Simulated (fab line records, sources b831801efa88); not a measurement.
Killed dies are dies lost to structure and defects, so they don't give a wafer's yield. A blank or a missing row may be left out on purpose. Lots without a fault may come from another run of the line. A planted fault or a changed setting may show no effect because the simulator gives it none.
Split-lot experiment | flow sky130 | 5 lots, 23 wafers read, on a route of 708 steps

THE SPLIT
At SKY_VIA4_CMP_02 (polishes SiO2), the setting leave_above_ref_nm was moved away from the recipe's 580 nm on 5 of the 23 wafers read, by -6.6% to -5.9%. The other wafers ran this setting at the recipe's value.

The file shows no step between the split and the reading.

THE READING
oes_product_au, in a.u., at SKY_VIA4_ETCH_12 (etches SiO2 in C4F8/O2/Ar, stops on TiN, target depth 580 nm). Fault-free wafers of this fab line usually give 0.926 a.u., standard deviation 0.0054 a.u..

wafer  | tool, chamber at the split | leave_above_ref_nm as run, nm | against the recipe | oes_product_au, a.u. | against lot-mates on the recipe
L075.1 | cmp-02, 1,2,0,1,2          | 580                           | recipe             | 0.924                | -
L075.2 | cmp-02, 1,2,0,1,2          | 580                           | recipe             | 0.930                | -
L075.3 | cmp-02, 1,2,0,1,2          | 580                           | recipe             | 0.931                | -
L075.5 | cmp-02, 1,2,0,1,2          | 580                           | recipe             | 0.929                | -
L075.6 | cmp-02, 1,2,0,1,2          | 580                           | recipe             | 0.931                | -
L076.2 | cmp-01, 3,0,1              | 580                           | recipe             | 0.923                | -
L076.3 | cmp-01, 2                  | 541.7                         | -6.6%              | 0.885                | -0.039
L076.4 | cmp-01, 3,0,1              | 580                           | recipe             | 0.921                | -
L076.5 | cmp-01, 3,0,1              | 580                           | recipe             | 0.927                | -
L076.6 | cmp-01, 2                  | 541.7                         | -6.6%              | 0.889                | -0.035
L079.3 | cmp-01, 2,1,2              | 580                           | recipe             | 0.934                | -
L079.5 | cmp-01, 2,1,2              | 580                           | recipe             | 0.920                | -
L079.6 | cmp-01, 2,1,2              | 580                           | recipe             | 0.929                | -
L082.1 | cmp-01, 1,2,3              | 545.5                         | -5.9%              | 0.883                | -0.042
L082.2 | cmp-01, 1,2,3              | 545.5                         | -5.9%              | 0.896                | -0.029
L082.3 | cmp-01, 1,2,3              | 545.5                         | -5.9%              | 0.901                | -0.024
L082.4 | cmp-01, 0,1                | 580                           | recipe             | 0.926                | -
L082.5 | cmp-01, 0,1                | 580                           | recipe             | 0.925                | -
L084.1 | cmp-01, 1,2,3,1,2          | 580                           | recipe             | 0.918                | -
L084.2 | cmp-01, 1,2,3,1,2          | 580                           | recipe             | 0.921                | -
L084.4 | cmp-01, 1,2,3,1,2          | 580                           | recipe             | 0.924                | -
L084.5 | cmp-01, 1,2,3,1,2          | 580                           | recipe             | 0.921                | -
L084.6 | cmp-01, 1,2,3,1,2          | 580                           | recipe             | 0.937                | -
Where a row lists several chambers, the file gives one row for several wafers and doesn't say which wafer went through which chamber.

THE FIT
A straight line over all 23 wafers: oes_product_au changes by +0.00571 a.u. for each +1% of leave_above_ref_nm; r = +0.94; the points scatter about the line by 0.0056 a.u..
The same after taking each lot's own level away (the mean of its wafers on the recipe; 23 wafers): +0.00547 a.u. for each +1%; r = +0.94; scatter 0.0052 a.u..
On that fit, the largest move of leave_above_ref_nm shifts the reading by 0.036 a.u..
The lots' own levels span 0.9237 to 0.9290 a.u., that is 1.0 times the standard deviation above.
So the lot-to-lot level changes the slope little: the two slopes agree.
Check: with one of the wafers moved furthest among these (-6.6%) left out of the fit, the line predicts -0.0354 a.u. for it against its lot-mates. It came out at -0.0387 a.u. against them.

OTHER SPLITS ON THESE WAFERS
These wafers also went through other splits before the reading. Each is held against what the fit with the lots' levels taken away leaves over:
other split on the same wafers          | wafers away from the commonest value | r with oes_product_au (lot level and that fit taken away)
SKY_CAPM_SPUTTER_02 time_s              | 7                                    | -0.08
SKY_CAPM_DEVELOP_11 develop_time_s      | 9                                    | -0.41
SKY_VIA3_HDPCVD_00 time_s               | 4                                    | +0.07
SKY_VIA3_SPUTTER_20 power_w             | 6                                    | -0.04
SKY_METAL4_SPUTTER_00 time_s            | 11                                   | -0.23
SKY_CAP2M_COAT_07 resist_thk_nm         | 9                                    | +0.08
SKY_CAP2M_METAL_ETCH_13 pressure_mtorr  | 18                                   | +0.00
SKY_METAL4_COAT_08 resist_thk_nm        | 7                                    | -0.02
SKY_METAL4_METAL_ETCH_18 pressure_mtorr | 18                                   | +0.00

THE WHOLE CHAIN: every reading that the file lists as answering this split, in the file's order
step             | what it does                                                 | reading                                                                | change (the file's fit)                   | r (the file's)
SKY_VIA4_ETCH_12 | etches SiO2 in C4F8/O2/Ar, stops on TiN, target depth 580 nm | oes_product_au                                                         | +0.00554 a.u. for each +1% of the setting | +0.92
SKY_VIA4_ETCH_12 | etches SiO2 in C4F8/O2/Ar, stops on TiN, target depth 580 nm | VIA4.feature_depth_nm (the simulator's own value, which no gauge read) | +5.68 nm for each +1% of the setting      | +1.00

THE FILE'S OWN FIT
oes_product_au changes by +0.00554 a.u. for each +1% of leave_above_ref_nm, r = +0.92.
